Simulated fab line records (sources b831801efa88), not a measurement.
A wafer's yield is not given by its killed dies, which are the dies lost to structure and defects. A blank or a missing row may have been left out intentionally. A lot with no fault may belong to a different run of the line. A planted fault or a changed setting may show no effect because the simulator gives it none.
A lot that was struck, set against a sound lot ; flow gf180mcu ; 14 out of 602 route steps
Sound: these wafers, L727.1, L727.2, L727.6. The struck wafers were L737.4, L737.5, L737.6. Last of all comes the cause.
Per side, at each step with rows, come the tool, then ch with its chambers, and then its first start. Under that, the readings that differ: sound wafers ; struck wafers ; difference of the means ; sigmas: that difference in standard deviations of wafers without a fault.
alike: readings with means less than 2 such deviations apart, plus words and numbers identical on both sides. not compared: withheld readings, readings lacking a value on some wafer, bounds such as >300 that could conceal the same value, and numbers that have no deviation in the record and whose values overlap.
A row with sigmas, a row that says differs or no value, or rows on one side alone: a step with any of these is where the two part. Non-overlapping numbers with no deviation appear without sigmas and do not part them. A reading that every wafer of one side lacks parts them only if that side has two wafers or more.

first, 4 steps without rows for these wafers: GF_TOP_METAL_SOFTBAKE_10 (time 60 s); GF_TOP_METAL_EXPOSE_11 (exposes mask MetalTop, target cd 440 nm); GF_TOP_METAL_PEB_12; GF_TOP_METAL_DEVELOP_13 (develop time 60 s).
GF_TOP_METAL_CD_MEAS_14 targets a cd of 440 nm.
  struck on cd_sem-01, day 32 14:18; sound on cd_sem-02, day 29 20:52
  alike: cd_nm
GF_TOP_METAL_OVL_MEAS_15:
  struck on overlay-02, day 32 14:23; sound on overlay-01, day 29 20:59
  alike: TOP_METAL_OVL
GF_TOP_METAL_METAL_ETCH_16: etches the open film in Cl2/BCl3, stops on SiO2, target depth 1197 nm, time 199.5 s.
  sound on rie_metal-02 ch 0,1, day 29 21:01; struck on rie_metal-03 ch 0, day 32 14:35
  alike: drypump_motor_current_A, oes_product_au, throttle_valve_pct
  not compared: rf_hours_counter_h
GF_TOP_METAL_STRIP_17: strips in O2/N2.
  sound on plasma_asher-01 ch 0,1, day 29 21:13; struck on plasma_asher-02 ch 0,1, day 32 14:49
  alike: drypump_motor_current_A, heater_power_w, n2_flow_sccm, oes_product_au, strip_time_to_endpoint_s
  not compared: rf_hours_counter_h
then, 2 steps without rows for these wafers: GF_TOP_METAL_STRIP_18 (strips in post etch residue remover, time 1200 s); GF_TOP_METAL_CLEAN_19 (cleans in DIW).
GF_PASSIVATION_CVD_00: deposits SiO2 from TEOS, target thk 1000 nm, time 111.95 s.
  sound on pecvd-02 ch 0,1,2, day 29 21:45; struck on pecvd-02 ch 0,1,2, day 32 15:25
  alike: heater_power_outer_w, heater_power_w
GF_PASSIVATION_THK_MEAS_01:
  struck on film_metro-04, day 32 15:29; sound on film_metro-04, day 29 21:50
  alike: PASSIVATION_CVD_00_THK
GF_PASSIVATION_CVD_02: deposits Si3N4, target thk 700 nm, time 486.18 s.
  sound on pecvd-03 ch 0,1, day 29 21:53; struck on pecvd-01 ch 0,1,2, day 32 15:40
  no value came back on the struck wafers for heater_power_outer_w (W), heater_power_w (W); on the sound wafers heater_power_outer_w (W) reads 359 501 369
GF_PASSIVATION_PROBE_99:
  the record has rows for the sound wafers here (prober-01, day 30 17:56) and none for the struck ones

== WHERE THEY PART ==
At GF_PASSIVATION_CVD_02 first; at GF_PASSIVATION_PROBE_99 last (within this record only).

WHY: whatever the simulator had introduced
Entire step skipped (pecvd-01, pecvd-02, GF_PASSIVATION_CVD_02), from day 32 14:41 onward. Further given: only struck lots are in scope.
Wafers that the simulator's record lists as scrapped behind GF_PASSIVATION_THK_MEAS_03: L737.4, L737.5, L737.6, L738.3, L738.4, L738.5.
